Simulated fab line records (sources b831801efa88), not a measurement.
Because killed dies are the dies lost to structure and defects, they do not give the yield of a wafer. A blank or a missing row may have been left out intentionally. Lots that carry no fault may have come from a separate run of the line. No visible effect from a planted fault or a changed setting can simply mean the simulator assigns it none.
Which tool did it? || flow gf180mcu || 13 lots with 36 wafers sampled at 4 steps, on a route of 602 steps

## WHAT THE GAUGES SHOWED, per wafer
GF_SALICIDE_RS_MEAS_04: measures by four-point-probe.
{"lot": "L594", "measured": "day 15 01:26", "on": "film-metro-02", "SALICIDE_TIN_RS (ohm/sq)": "16.1 16.4 16.1"}
{"lot": "L596", "measured": "day 15 21:05", "on": "film-metro-03", "SALICIDE_TIN_RS (ohm/sq)": "16.5 16.4 16.6"}
{"lot": "L597", "measured": "day 16 02:03", "on": "film-metro-02", "SALICIDE_TIN_RS (ohm/sq)": "16.4 16.1 16.3"}
{"lot": "L598", "measured": "day 16 23:06", "on": "film-metro-02", "SALICIDE_TIN_RS (ohm/sq)": "15.9 15.9 15.7"}
{"lot": "L601", "measured": "day 18 14:28", "on": "film-metro-03", "SALICIDE_TIN_RS (ohm/sq)": "15.8 15.8 15.9"}
{"lot": "L603", "measured": "day 19 12:02", "on": "film-metro-03", "SALICIDE_TIN_RS (ohm/sq)": "15.7 15.8 15.6"}
{"lot": "L604", "measured": "day 19 12:10", "on": "film-metro-01", "SALICIDE_TIN_RS (ohm/sq)": "16.2 16.7 16.5"}
{"lot": "L608", "measured": "day 20 20:32", "on": "film-metro-03", "SALICIDE_TIN_RS (ohm/sq)": "18.5 18.4"}
{"lot": "L611", "measured": "day 21 15:52", "on": "film-metro-02", "SALICIDE_TIN_RS (ohm/sq)": "18.2 16.7"}
{"lot": "L612", "measured": "day 21 16:53", "on": "film-metro-01", "SALICIDE_TIN_RS (ohm/sq)": "16.1 15.9 15.9"}
{"lot": "L613", "measured": "day 22 02:32", "on": "film-metro-01", "SALICIDE_TIN_RS (ohm/sq)": "18.2 16.5"}
{"lot": "L614", "measured": "day 22 10:25", "on": "film-metro-02", "SALICIDE_TIN_RS (ohm/sq)": "16.5 16.5 16.5"}
{"lot": "L615", "measured": "day 22 18:17", "on": "film-metro-03", "SALICIDE_TIN_RS (ohm/sq)": "16.2 16.0 16.0"}

## EACH LOT AND THE TOOL THAT RAN IT (in order: tool; ch and the chambers of the sampled wafers; start)
{"lot": "L594", "GF_SAB_ETCH_11": "rie-diel-04 ch 0,3, day 15 01:01", "GF_SALICIDE_SPUTTER_02": "pvd-sputter-03, day 15 01:21", "GF_SALICIDE_SPUTTER_03": "pvd-sputter-03, day 15 01:23"}
{"lot": "L596", "GF_SAB_ETCH_11": "rie-diel-04 ch 0,2, day 15 20:39", "GF_SALICIDE_SPUTTER_02": "pvd-sputter-02, day 15 20:59", "GF_SALICIDE_SPUTTER_03": "pvd-sputter-02, day 15 21:01"}
{"lot": "L597", "GF_SAB_ETCH_11": "rie-diel-04 ch 0,2, day 16 01:39", "GF_SALICIDE_SPUTTER_02": "pvd-sputter-03, day 16 02:00", "GF_SALICIDE_SPUTTER_03": "pvd-sputter-03, day 16 02:02"}
{"lot": "L598", "GF_SAB_ETCH_11": "rie-diel-02 ch 2,3, day 16 22:32", "GF_SALICIDE_SPUTTER_02": "pvd-sputter-03, day 16 23:02", "GF_SALICIDE_SPUTTER_03": "pvd-sputter-03, day 16 23:04"}
{"lot": "L601", "GF_SAB_ETCH_11": "rie-diel-01 ch 0,3, day 18 14:05", "GF_SALICIDE_SPUTTER_02": "pvd-sputter-03, day 18 14:25", "GF_SALICIDE_SPUTTER_03": "pvd-sputter-03, day 18 14:27"}
{"lot": "L603", "GF_SAB_ETCH_11": "rie-diel-02 ch 0,2,3, day 19 11:38", "GF_SALICIDE_SPUTTER_02": "pvd-sputter-03, day 19 11:58", "GF_SALICIDE_SPUTTER_03": "pvd-sputter-03, day 19 12:00"}
{"lot": "L604", "GF_SAB_ETCH_11": "rie-diel-01 ch 0,1, day 19 11:43", "GF_SALICIDE_SPUTTER_02": "pvd-sputter-02, day 19 12:03", "GF_SALICIDE_SPUTTER_03": "pvd-sputter-02, day 19 12:05"}
{"lot": "L608", "GF_SAB_ETCH_11": "rie-diel-02 ch 0,2, day 20 20:09", "GF_SALICIDE_SPUTTER_02": "pvd-sputter-02, day 20 20:29", "GF_SALICIDE_SPUTTER_03": "pvd-sputter-02, day 20 20:31"}
{"lot": "L611", "GF_SAB_ETCH_11": "rie-diel-02 ch 0,3, day 21 15:29", "GF_SALICIDE_SPUTTER_02": "pvd-sputter-02, day 21 15:49", "GF_SALICIDE_SPUTTER_03": "pvd-sputter-02, day 21 15:51"}
{"lot": "L612", "GF_SAB_ETCH_11": "rie-diel-04 ch 0,2,3, day 21 16:26", "GF_SALICIDE_SPUTTER_02": "pvd-sputter-03, day 21 16:46", "GF_SALICIDE_SPUTTER_03": "pvd-sputter-03, day 21 16:48"}
{"lot": "L613", "GF_SAB_ETCH_11": "rie-diel-01 ch 0,2, day 22 01:56", "GF_SALICIDE_SPUTTER_02": "pvd-sputter-02, day 22 02:26", "GF_SALICIDE_SPUTTER_03": "pvd-sputter-02, day 22 02:28"}
{"lot": "L614", "GF_SAB_ETCH_11": "rie-diel-04 ch 0,1,3, day 22 09:59", "GF_SALICIDE_SPUTTER_02": "pvd-sputter-04, day 22 10:22", "GF_SALICIDE_SPUTTER_03": "pvd-sputter-04, day 22 10:24"}
{"lot": "L615", "GF_SAB_ETCH_11": "rie-diel-04 ch 1,3, day 22 17:53", "GF_SALICIDE_SPUTTER_02": "pvd-sputter-03, day 22 18:13", "GF_SALICIDE_SPUTTER_03": "pvd-sputter-03, day 22 18:15"}
- GF_SAB_ETCH_11: etches SiO2 in C4F8/O2/Ar, target depth 55 nm, time 8.5 s.
- GF_SALICIDE_SPUTTER_02: material Co, target thk 10 nm, time 20 s.
- GF_SALICIDE_SPUTTER_03: material TiN, target thk 20 nm, time 16.7 s.

## AS READ BY THE TOOLS THEMSELVES (means over the sampled wafers that have a number; for cases with no such wafer, the mark the record gives instead)
GF_SAB_ETCH_11.
{"lot": "L594", "tool": "rie-diel-04", "oes-product-au (a.u.)": 0.990}
{"lot": "L596", "tool": "rie-diel-04", "oes-product-au (a.u.)": 0.994}
{"lot": "L597", "tool": "rie-diel-04", "oes-product-au (a.u.)": 0.990}
{"lot": "L598", "tool": "rie-diel-02", "oes-product-au (a.u.)": 0.998}
{"lot": "L601", "tool": "rie-diel-01", "oes-product-au (a.u.)": 0.992}
{"lot": "L603", "tool": "rie-diel-02", "oes-product-au (a.u.)": 0.999}
{"lot": "L604", "tool": "rie-diel-01", "oes-product-au (a.u.)": 0.999}
{"lot": "L608", "tool": "rie-diel-02", "oes-product-au (a.u.)": 0.988}
{"lot": "L611", "tool": "rie-diel-02", "oes-product-au (a.u.)": 0.986}
{"lot": "L612", "tool": "rie-diel-04", "oes-product-au (a.u.)": 0.991}
{"lot": "L613", "tool": "rie-diel-01", "oes-product-au (a.u.)": 1.000}
{"lot": "L614", "tool": "rie-diel-04", "oes-product-au (a.u.)": 0.997}
{"lot": "L615", "tool": "rie-diel-04", "oes-product-au (a.u.)": 0.989}

GF_SALICIDE_SPUTTER_02.
{"lot": "L594", "tool": "pvd-sputter-03", "chamber-pressure-pa (Pa)": 0.3998, "throttle-valve-pct (%)": 29.9}
{"lot": "L596", "tool": "pvd-sputter-02", "chamber-pressure-pa (Pa)": 0.4011, "throttle-valve-pct (%)": 29.8}
{"lot": "L597", "tool": "pvd-sputter-03", "chamber-pressure-pa (Pa)": 0.4004, "throttle-valve-pct (%)": 30.1}
{"lot": "L598", "tool": "pvd-sputter-03", "chamber-pressure-pa (Pa)": 0.3998, "throttle-valve-pct (%)": 29.8}
{"lot": "L601", "tool": "pvd-sputter-03", "chamber-pressure-pa (Pa)": 0.4002, "throttle-valve-pct (%)": 30.0}
{"lot": "L603", "tool": "pvd-sputter-03", "chamber-pressure-pa (Pa)": 0.4003, "throttle-valve-pct (%)": 29.8}
{"lot": "L604", "tool": "pvd-sputter-02", "chamber-pressure-pa (Pa)": 0.3996, "throttle-valve-pct (%)": 29.9}
{"lot": "L608", "tool": "pvd-sputter-02", "chamber-pressure-pa (Pa)": 0.4002, "throttle-valve-pct (%)": 29.5}
{"lot": "L611", "tool": "pvd-sputter-02", "chamber-pressure-pa (Pa)": 0.4001, "throttle-valve-pct (%)": 29.4}
{"lot": "L612", "tool": "pvd-sputter-03", "chamber-pressure-pa (Pa)": 0.3996, "throttle-valve-pct (%)": 30.0}
{"lot": "L613", "tool": "pvd-sputter-02", "chamber-pressure-pa (Pa)": 0.4002, "throttle-valve-pct (%)": 29.8}
{"lot": "L614", "tool": "pvd-sputter-04", "chamber-pressure-pa (Pa)": 0.3997, "throttle-valve-pct (%)": 29.3}
{"lot": "L615", "tool": "pvd-sputter-03", "chamber-pressure-pa (Pa)": 0.3997, "throttle-valve-pct (%)": 30.5}

GF_SALICIDE_SPUTTER_03.
{"lot": "L594", "tool": "pvd-sputter-03", "chamber-pressure-pa (Pa)": 0.3993, "throttle-valve-pct (%)": 29.7}
{"lot": "L596", "tool": "pvd-sputter-02", "chamber-pressure-pa (Pa)": 0.4001, "throttle-valve-pct (%)": 29.8}
{"lot": "L597", "tool": "pvd-sputter-03", "chamber-pressure-pa (Pa)": 0.4005, "throttle-valve-pct (%)": 29.9}
{"lot": "L598", "tool": "pvd-sputter-03", "chamber-pressure-pa (Pa)": 0.4002, "throttle-valve-pct (%)": 30.0}
{"lot": "L601", "tool": "pvd-sputter-03", "chamber-pressure-pa (Pa)": 0.3999, "throttle-valve-pct (%)": 30.0}
{"lot": "L603", "tool": "pvd-sputter-03", "chamber-pressure-pa (Pa)": 0.3999, "throttle-valve-pct (%)": 29.7}
{"lot": "L604", "tool": "pvd-sputter-02", "chamber-pressure-pa (Pa)": 0.3998, "throttle-valve-pct (%)": 29.6}
{"lot": "L608", "tool": "pvd-sputter-02", "chamber-pressure-pa (Pa)": 0.4001, "throttle-valve-pct (%)": 29.7}
{"lot": "L611", "tool": "pvd-sputter-02", "chamber-pressure-pa (Pa)": 0.4000, "throttle-valve-pct (%)": 29.7}
{"lot": "L612", "tool": "pvd-sputter-03", "chamber-pressure-pa (Pa)": 0.3998, "throttle-valve-pct (%)": 29.9}
{"lot": "L613", "tool": "pvd-sputter-02", "chamber-pressure-pa (Pa)": 0.4001, "throttle-valve-pct (%)": 29.6}
{"lot": "L614", "tool": "pvd-sputter-04", "chamber-pressure-pa (Pa)": 0.4002, "throttle-valve-pct (%)": 29.3}
{"lot": "L615", "tool": "pvd-sputter-03", "chamber-pressure-pa (Pa)": 0.4004, "throttle-valve-pct (%)": 30.6}

## THE ANSWER, worked out from the rows above alone
Rule: the usual values come from the lots themselves. The widest of any qualifying gaps counts: lots, ordered by their means at a reading, are off when they make up no more than a third of the lots, leave a main group of 4 or more, and stand apart from it by 3 or more times the standard deviation of that group's means. If all means in a main group match to the digits the tables above print for the reading, that group is not used. A lot without any number at a reading at which 4 lots or more have one is off too. All remaining lots with rows at the step are treated as sound. First the gauges in route order, then the tools' own readings, where a lot's mean is used as printed above. The first step at which some lot is off is used, and at that step the reading that is off furthest; a lot without a number counts as furthest.
Off: at GF_SALICIDE_RS_MEAS_04 (SALICIDE_TIN_RS), L608, L611, L613. For the main group the mean is 16.1 ohm/sq and the standard deviation 0.28.
A tool fits if, at a process step before that reading, it ran every lot that is off, and no sound lot after the first of them. The gauges at GF_SALICIDE_RS_MEAS_04 are tried like those tools. One fits: pvd-sputter-02 at GF_SALICIDE_SPUTTER_02 and GF_SALICIDE_SPUTTER_03. At GF_SALICIDE_SPUTTER_02 its last sound lot is L604 (day 19 12:03), its first lot that is off L608 (day 20 20:29): a fault that began between those two fits.

## WHAT WAS PUT IN BY THE SIMULATOR
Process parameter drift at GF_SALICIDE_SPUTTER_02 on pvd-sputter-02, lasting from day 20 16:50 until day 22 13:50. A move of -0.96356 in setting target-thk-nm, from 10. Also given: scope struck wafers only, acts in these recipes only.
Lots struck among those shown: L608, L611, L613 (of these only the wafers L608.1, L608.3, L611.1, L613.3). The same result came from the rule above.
